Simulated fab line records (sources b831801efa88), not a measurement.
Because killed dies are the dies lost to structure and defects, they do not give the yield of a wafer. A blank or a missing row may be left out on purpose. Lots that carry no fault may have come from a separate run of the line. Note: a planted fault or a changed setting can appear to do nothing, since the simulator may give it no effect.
Struck lot and sound lot, side by side + flow sky130 + 18 steps out of a route of 708
Sound: these wafers, L917.1, L917.4, L917.5. Struck: wafer L907.4 (left out: L907.1, a lot-mate that was not struck); the cause follows at the end.
Per side, at each step with rows, come the tool, then ch with its chambers, and then its first start. Under that, the readings that differ: sound wafers + struck wafers + difference of the means + sigmas: that difference in standard deviations of wafers without a fault.
alike: readings with means less than 2 such deviations apart, plus words and numbers identical on both sides. not compared: withheld readings, readings lacking a value on some wafer, bounds such as >300 that could conceal the same value, and numbers that have no deviation in the record and whose values overlap.
Wherever a step has rows on one side only, a row that says differs or no value, or a row with sigmas, the two part there. When numbers do not overlap yet have no deviation, they are printed without sigmas and do not part them. Lack of a reading on every wafer of one side parts them only where that side has two or more wafers.

first, 5 steps without rows for these wafers: SKY_VIA4_COAT_06 (resist thk 1140 nm); SKY_VIA4_SOFTBAKE_07 (time 60 s); SKY_VIA4_EXPOSE_08 (exposes mask VIM4, target cd 800 nm); SKY_VIA4_PEB_09; SKY_VIA4_DEVELOP_10 (develop time 60 s).
SKY_VIA4_OVL_MEAS_11:
  sound on overlay-02 at day 47 18:51; struck on overlay-01 at day 45 04:07
  alike: VIA4_OVL
SKY_VIA4_ETCH_12: etches SiO2 in C4F8/O2/Ar, stops on TiN, target depth 580 nm.
  sound on rie diel-04 ch 0,2, day 47 18:53; struck on rie diel-02 ch 3, day 45 04:09
  alike: oes product au
SKY_VIA4_STRIP_13: strips in O2/N2.
  sound on plasma asher-03 ch 1, day 47 18:58; struck on plasma asher-03 ch 1, day 45 04:15
  alike: drypump motor current A, oes product au, strip time to endpoint s
  not compared: rf hours counter h
then, 3 steps without rows for these wafers: SKY_VIA4_STRIP_14 (strips in post etch residue remover, time 1200 s); SKY_VIA4_CLEAN_15 (cleans in IPA, time 180 s); SKY_VIA4_CLEAN_16 (cleans in O3/DIW).
SKY_VIA4_SPUTTER_17: material TiN, target thk 20 nm, time 80 s.
  sound on pvd sputter-01 at day 47 19:35; struck on pvd sputter-03 at day 45 04:51
  alike: throttle valve pct
SKY_VIA4_CVD_18: deposits W, target thk 505 nm, time 152.14 s.
  sound on cvd w-02 ch 0,1, day 47 19:39; struck on cvd w-02 ch 1, day 45 04:55
| reading                            | sound             | struck | difference | sigmas |
|------------------------------------|-------------------|--------|------------|--------|
| model.W_of_VIA4_CVD_18.thk nm (nm) | 495.4 493.2 494.4 | 649    | +155       |        |
  alike: heater power w
SKY_VIA4_RS_MEAS_19: the measuring method here is four-point-probe.
  sound on film metro-01 at day 47 19:48; struck on film metro-03 at day 45 05:04
| reading            | sound                | struck | difference | sigmas |
|--------------------|----------------------|--------|------------|--------|
| VIA4_W_RS (ohm/sq) | 0.2305 0.2317 0.2309 | 0.1763 | -0.0547    | -20    |
SKY_VIA4_THK_MEAS_20: measures by xrf.
  sound on film metro-01 at day 47 19:55; struck on film metro-03 at day 45 05:11
| reading         | sound       | struck | difference | sigmas |
|-----------------|-------------|--------|------------|--------|
| VIA4_W_THK (nm) | 484 482 481 | 630    | +148       | +15    |
SKY_VIA4_CMP_21: polishes, stops on SiO2, t overpolish 25 s, target thk 0 nm.
  sound on cmp-01 ch 1,3, day 47 19:59; struck on cmp-01 ch 0, day 45 05:14
| reading                | sound          | struck | difference | sigmas |
|------------------------|----------------|--------|------------|--------|
| motor current A (A)    | 10.2 11.9 11.9 | 8.6    | -2.7       | -2     |
| time to endpoint s (s) | 123 125 122    | 154    | +31        | +7     |
SKY_METAL5_SPUTTER_00: material Ti, target thk 15 nm, time 10 s.
  sound on pvd sputter-04 at day 47 20:17; struck on pvd sputter-04 at day 45 05:32
  alike: throttle valve pct
SKY_PAD_OPEN_PROBE_99:
  rows exist in the record for the sound wafers here (prober-02, day 50 05:10), none for the struck ones

## WHERE THEY PART
At SKY_VIA4_RS_MEAS_19 first; at SKY_PAD_OPEN_PROBE_99 last (within this record only).

WHY: what had been put in by the simulator
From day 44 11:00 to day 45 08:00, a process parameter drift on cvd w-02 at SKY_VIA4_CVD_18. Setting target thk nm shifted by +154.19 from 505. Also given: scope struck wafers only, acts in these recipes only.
